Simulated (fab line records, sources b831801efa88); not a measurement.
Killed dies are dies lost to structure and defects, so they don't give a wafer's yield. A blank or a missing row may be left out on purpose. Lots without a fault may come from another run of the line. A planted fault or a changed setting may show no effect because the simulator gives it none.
A struck lot beside a sound one | flow sky130 | 16 steps out of a route of 708
Sound: wafers L197.2, L197.3, L197.5. Struck: wafers L208.1, L208.4, L208.5. The cause comes at the end.
At each step with rows: each side's tool, then ch and its chambers, then its first start. Under that, the readings that differ: sound wafers | struck wafers | difference of the means | sigmas: that difference in standard deviations of wafers without a fault.
alike: readings whose means differ by less than 2 such deviations, and words and numbers that are the same on both sides. not compared: withheld readings, readings that some wafer has no value for, bounds like >300 that may hide the same value, and numbers for which the record gives no deviation and whose values overlap.
The two part at a step that has a row with sigmas, a row that says differs or no value, or rows on one side only. Numbers that don't overlap but have no deviation are shown without sigmas and don't part them. A reading that every wafer of one side lacks parts them only if that side has two wafers or more.

first, 5 steps without rows for these wafers: SKY_POLY_GATE_COAT_08 (resist thk 450 nm); SKY_POLY_GATE_SOFTBAKE_09 (time 90 s); SKY_POLY_GATE_EXPOSE_10 (exposes mask P1M, target cd 150 nm); SKY_POLY_GATE_PEB_11; SKY_POLY_GATE_DEVELOP_12 (develop time 60 s).
SKY_POLY_GATE_CD_MEAS_13: target cd 150 nm.
  sound on cd_sem-02, day 18 09:38; struck on cd_sem-02, day 21 21:15
  alike: cd_nm
SKY_POLY_GATE_OVL_MEAS_14:
  sound on overlay-02, day 18 09:44; struck on overlay-02, day 21 21:22
  alike: POLY_GATE_OVL
SKY_POLY_GATE_ETCH_15: etches BARC in N2/H2, stops on SiO2, time 118.5 s, target depth 110 nm.
  sound on rie_diel-01 ch 0,1,2, day 18 09:46; struck on rie_diel-02 ch 0,3, day 21 21:24
  alike: drypump_motor_current_A, oes_product_au, rf_fwd_power_W, throttle_valve_pct
  not compared: rf_hours_counter_h
SKY_POLY_GATE_ETCH_16: etches Si3N4 in CH3F/O2, stops on poly-Si, time 147.5 s, target depth 75 nm.
  sound on rie_diel-01 ch 0,1,2, day 18 09:51; struck on rie_diel-02 ch 0,3, day 21 21:29
  alike: drypump_motor_current_A, oes_product_au, rf_fwd_power_W, throttle_valve_pct
  not compared: rf_hours_counter_h
SKY_POLY_GATE_ETCH_17: etches poly-Si in HBr/Cl2, stops on SiO2, target depth 180 nm, time 70.5 s.
  sound on rie_si-01 ch 0,1,3, day 18 09:57; struck on rie_si-02 ch 1,2, day 21 21:35
  alike: drypump_motor_current_A, oes_product_au, rf_fwd_power_W, throttle_valve_pct
  not compared: rf_hours_counter_h
SKY_POLY_GATE_STRIP_18: strips in O2/N2.
  sound on plasma_asher-01 ch 0,1, day 18 10:01; struck on plasma_asher-03 ch 1, day 21 21:38
  alike: drypump_motor_current_A, oes_product_au, strip_time_to_endpoint_s
  not compared: rf_hours_counter_h
then, 1 step without rows for these wafers: SKY_POLY_GATE_CLEAN_19 (cleans in SC1/SC2, time 150 s).
SKY_POLY_GATE_OXIDATION_20: stabilise 600 s, purge 300 s, target thk 4 nm.
  sound on furnace-01 ch 0, day 18 12:34; struck on furnace-01 ch 0, day 22 00:06
  alike: ox_temp_c_max, spike_tc_centre_C, zone_power_upper_pct
SKY_POLY_GATE_THK_MEAS_21:
  sound on film_metro-02, day 18 13:49; struck on film_metro-04, day 22 01:28
  reading                      | sound          | struck         | difference | sigmas
  POLY_GATE_OXIDATION_THK (nm) | 3.98 3.98 3.90 | 6.52 6.54 6.33 | +2.51      | +32
SKY_POLY_GATE_CD_MEAS_22:
  sound on cd_sem-01, day 18 13:54; struck on cd_sem-02, day 22 01:31
  alike: cd_nm
-- the record jumps here: 27 days lie between the struck wafers' starts before and after (it left off in module POLY_GATE and takes up again in module PAD_OPEN, whose first step shown is number 708 of the route) --
SKY_PAD_OPEN_PROBE_99:
  sound on prober-01, day 46 23:37; struck on prober-02, day 49 03:28
  reading                                 | sound             | struck            | difference | sigmas
  killed_short                            | 49 33 27          | 52 53 46          | +14        | +2
  model.etest.tip_sonos.rs_ohm_sq         | 2667 2725 2686    | 2974 3001 3061    | +319       |
  model.etest.tip_p.rs_ohm_sq             | 6873 6924 6916    | 7360 7409 7431    | +496       |
  model.etest.pfet_01v8.r_on_ohm_um       | 2848 2956 2884    | 3129 3140 3192    | +258       |
  model.etest.res_pdiff.line_ohm_um       | 1374 1367 1380    | 1488 1448 1464    | +93        |
  model.etest.tip_n.rs_ohm_sq             | 446.3 448.8 445.9 | 483.4 486.1 480.7 | +36.4      |
  model.etest.nfet_01v8.r_on_ohm_um       | 819.5 831 806.1   | 872.6 884.5 877.5 | +59.3      |
  model.etest.res_ndiff.line_ohm_um       | 752.3 760 761.6   | 796.8 801.3 793.1 | +39.1      |
  model.etest.sonos_uncharged.r_on_ohm_um | 797.6 818.5 802.1 | 828 827.2 836.5   | +24        |
  alike: killed_at_M0_to_M3, killed_at_M4_up, killed_at_contacts, killed_at_front_end, killed_at_other, killed_dies, killed_open

WHERE THEY PART
First at SKY_POLY_GATE_THK_MEAS_21; last, within this record, at SKY_PAD_OPEN_PROBE_99.

WHY: what the simulator had put in
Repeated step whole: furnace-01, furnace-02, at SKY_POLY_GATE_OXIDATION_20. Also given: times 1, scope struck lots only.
